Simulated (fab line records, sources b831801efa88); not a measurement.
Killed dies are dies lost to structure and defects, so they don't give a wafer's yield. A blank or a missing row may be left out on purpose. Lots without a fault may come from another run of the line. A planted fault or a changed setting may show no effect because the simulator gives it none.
Tool commonality check | flow sky130 | 11 lots, 42 wafers sampled

WHY IT WAS OPENED
At SKY_SPACER_THK_MEAS_01 the reading SPACER_CVD_00_THK is flagged on 3 of 11 lots. Wafers without a fault read 43.1 nm, standard deviation 0.43.
Rule: a lot is flagged when every wafer of it that has a number lies more than 4 standard deviations from that mean, or none has a number. The other lots count as sound.

lot  | measured     | on            | SPACER_CVD_00_THK (nm), wafer by wafer | flag
L685 | day 22 06:49 | film_metro-04 | 42.7 42.9 42.9                         |
L686 | day 23 05:56 | film_metro-02 | 75.1 74.9 75.4 75.2 74.9 75.4          | FLAGGED
L687 | day 23 07:44 | film_metro-02 | 74.3 74.8 74.1 74.2 74.8 74.2          | FLAGGED
L688 | day 23 17:46 | film_metro-01 | 75.9 75.8 75.4 75.9 75.9 75.3          | FLAGGED
L695 | day 26 18:46 | film_metro-04 | 42.9 43.1 42.6                         |
L702 | day 29 06:11 | film_metro-02 | 43.7 43.3 44.0                         |
L700 | day 29 08:46 | film_metro-01 | 42.8 42.8 42.9                         |
L704 | day 29 15:43 | film_metro-02 | 43.3 43.2 42.9                         |
L705 | day 30 10:35 | film_metro-04 | 42.7 42.9 42.7                         |
L708 | day 30 23:40 | film_metro-01 | 42.7 43.0 42.8                         |
L707 | day 31 05:02 | film_metro-01 | 43.2 43.2 43.6                         |
The numbers of the flagged lots are 75.1 nm on average: +32.0 nm against the usual, or +74 standard deviations.

WHICH TOOL RAN EACH LOT
The record holds 2 process steps before the reading, out of a route of 708 steps. In each cell: the tool, then ch and the chambers that the sampled wafers went through, then the start.
lot  | flag    | SKY_LDD_N_STRIP_16                   | SKY_SPACER_CVD_00
L685 |         | plasma_asher-03 ch 1, day 17 01:22   | lpcvd-02 ch 0, day 22 05:00
L686 | FLAGGED | plasma_asher-04 ch 1, day 18 02:10   | lpcvd-02 ch 0, day 23 04:07
L687 | FLAGGED | plasma_asher-04 ch 0,1, day 18 03:46 | lpcvd-02 ch 0, day 23 05:56
L688 | FLAGGED | plasma_asher-04 ch 0,1, day 18 12:58 | lpcvd-02 ch 0, day 23 15:56
L695 |         | plasma_asher-03 ch 0,1, day 21 17:04 | lpcvd-02 ch 1, day 26 17:32
L702 |         | plasma_asher-01 ch 0,1, day 24 09:19 | lpcvd-02 ch 1, day 29 04:59
L700 |         | plasma_asher-01 ch 0,1, day 24 10:31 | lpcvd-02 ch 1, day 29 07:33
L704 |         | plasma_asher-03 ch 0,1, day 24 19:50 | lpcvd-02 ch 0, day 29 14:29
L705 |         | plasma_asher-04 ch 0,1, day 25 12:16 | lpcvd-02 ch 1, day 30 09:23
L708 |         | plasma_asher-03 ch 0, day 26 04:07   | lpcvd-02 ch 1, day 30 22:26
L707 |         | plasma_asher-03 ch 0,1, day 26 08:52 | lpcvd-02 ch 1, day 31 03:14
What these steps do:
- SKY_LDD_N_STRIP_16: strips in O2/N2.
- SKY_SPACER_CVD_00: deposits Si3N4 from DCS/NH3, target thk 43.1 nm, time 740 s.
- SKY_SPACER_THK_MEAS_01

FLAGGED OVER TOTAL, TOOL BY TOOL (the gauges that took the reading come last)
step                   | tool            | lots run | flagged | share of the flagged lots | sound lots run after its first flagged lot
SKY_LDD_N_STRIP_16     | plasma_asher-01 | 2        | 0       | none                      | -
SKY_LDD_N_STRIP_16     | plasma_asher-03 | 5        | 0       | none                      | -
SKY_LDD_N_STRIP_16     | plasma_asher-04 | 4        | 3       | all                       | 1 (L705)
SKY_SPACER_CVD_00      | lpcvd-02        | 11       | 3       | all                       | 7 (L695,L702,L700,L704,L705,L708,L707)
SKY_SPACER_THK_MEAS_01 | film_metro-01   | 4        | 1       | some                      | 3 (L700,L708,L707)
SKY_SPACER_THK_MEAS_01 | film_metro-02   | 4        | 2       | some                      | 2 (L702,L704)
SKY_SPACER_THK_MEAS_01 | film_metro-04   | 3        | 0       | none                      | -

WHAT THE TABLE ALLOWS
2 rows of the table ran every flagged lot: plasma_asher-04 at SKY_LDD_N_STRIP_16, lpcvd-02 at SKY_SPACER_CVD_00.
- plasma_asher-04 at SKY_LDD_N_STRIP_16: 3 of its 4 lots flagged. Sound lots ran on it after the first flagged one (L705), which a lasting fault on the whole tool wouldn't allow.
- lpcvd-02 at SKY_SPACER_CVD_00: 3 of its 11 lots flagged. Sound lots ran on it after the first flagged one (L695, L702, L700, L704, L705, L708, L707), which a lasting fault on the whole tool wouldn't allow. Its own readings lie more than 4 standard deviations out on every wafer of the flagged lots: spike_tc_bottom_C, spike_tc_centre_C, spike_tc_lower_C, spike_tc_top_C, spike_tc_upper_C, susceptor_temp_C, zone_power_centre_pct, zone_power_lower_pct, zone_power_top_pct.
No row of the table ran every flagged lot and no sound lot after the first.

WHAT THE SIMULATOR HAD PUT IN
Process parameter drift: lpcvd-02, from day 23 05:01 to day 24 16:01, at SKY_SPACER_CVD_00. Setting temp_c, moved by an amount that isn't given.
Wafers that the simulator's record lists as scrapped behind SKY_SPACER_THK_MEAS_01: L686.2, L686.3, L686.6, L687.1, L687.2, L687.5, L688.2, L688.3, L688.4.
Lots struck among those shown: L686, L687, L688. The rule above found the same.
